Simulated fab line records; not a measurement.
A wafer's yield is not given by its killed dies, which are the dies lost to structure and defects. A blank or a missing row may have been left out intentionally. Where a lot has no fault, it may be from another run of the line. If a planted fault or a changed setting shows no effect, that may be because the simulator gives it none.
8D (eight disciplines) problem report, filled in by code	flow sfq_line	the parts of the form that need people (team, actions taken, sign-off) are left out

== 1. PROBLEM STATEMENT ==
M1_NB_RS at SFQ_M1_RS_MEAS_909 reads a mean of 1.036 ohm/sq on 1 wafer of 1 lot; wafers without a fault read 0.900 ohm/sq with a standard deviation of 0.017. Measured from the usual mean, that is +8.0 standard deviations.
The step: measures by four-point-probe.
The first sign was on wafer L313.2 at day 14 11:47, on film_metro-03. The record holds 39 wafers of 13 lots with a number at this step. By rule, "out" or "out of limits" means more than 4 standard deviations away from the usual mean. Any other wafer with a number is counted as sound.

== 2. WHAT IT IS; WHAT IT IS NOT ==
question	is	is not
which readings at this step	M1_NB_RS	-
which lots	L313	L301, L302, L303, L304, L305, L308, L316, L317, L318, L320, L321, L324
which wafers of those lots	L313.2	L313.3, L313.6
read on which gauges	film_metro-03	film_metro-02, film_metro-04
when	from day 14 11:47	up to then (20 sound wafers); but 18 sound wafers of L316, L317, L318, L320, L321, L324 came after

== 3. WHAT RULES OUT EACH SUSPECT ==
Counting: if a tool at a process step up to the reading ran every lot that is out, it stays a suspect. Sound lots after the first of them don't rule it out here, since some wafers of a struck lot are sound.
- the gauge at SFQ_M1_RS_MEAS_909 has been ruled out. All the wafers that are out were read on film_metro-03, but those of them that SFQ_TRILAYER_M1_ETCH_METAL_ETCH_042 has rows for are out there too, on other tools.
- pvd_sputter-03 at SFQ_TRILAYER_M1_DEP_SPUTTER_037 (material Nb, target thk 200 nm, time 133.3 s): kept. The lot that is out, L313, ran on it at day 14 11:40; the last sound lot it ran before that was L305, at day 12 10:28.
Remaining after the count: pvd_sputter-03 at SFQ_TRILAYER_M1_DEP_SPUTTER_037.

== 4. THE CAUSE (what the simulator had put in) ==
Site profile drift: pvd_sputter-03, from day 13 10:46 on, at SFQ_TRILAYER_M1_DEP_SPUTTER_037. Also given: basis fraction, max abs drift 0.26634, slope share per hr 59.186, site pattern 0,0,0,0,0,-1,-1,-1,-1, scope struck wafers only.
Only this tool survived the counting.

== 5. THE EFFECT CHAIN, in route order ==
Rows list readings where the struck wafers' mean (over those with a number) sits beyond 3 standard deviations from the usual. Only readings whose record carries a usual standard deviation are examined. hours: median over the lots of the time between each lot's start at the first step of this table that gives one and its start at this step. sigmas: the change, counted in usual standard deviations.
hours	step	reading	usual	on struck wafers	change	sigmas
0	SFQ_M1_RS_MEAS_909	M1_NB_RS	0.900 ohm/sq	1.036	+0.136	+8.0
67	SFQ_TRILAYER_M1_ETCH_METAL_ETCH_042	oes_product_au	0.889 a.u.	0.836	-0.053	-5.3
It contains these process steps:
- SFQ_TRILAYER_M1_ETCH_METAL_ETCH_042: etches Nb in Cl2/Ar, stops on SiO2, target depth 240 nm, time 120 s.

== 6. HOW IT WOULD HAVE BEEN CAUGHT EARLIER ==
Counted from the fault's start at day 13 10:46, it took 25 hours until the first out-of-limits reading at a measuring or inspecting step in this record, taken at day 14 11:47.
Of the tool readings at SFQ_TRILAYER_M1_DEP_SPUTTER_037 for which the record gives a usual standard deviation, none was out on any struck wafer, so an alarm limit of 4 standard deviations on them would not have fired.
The start of SFQ_TRILAYER_M1_DEP_SPUTTER_037 on pvd_sputter-03 came by day 14 11:47 for every one of the lots that are out (1). Holding the tool at that point would not have protected any of them.
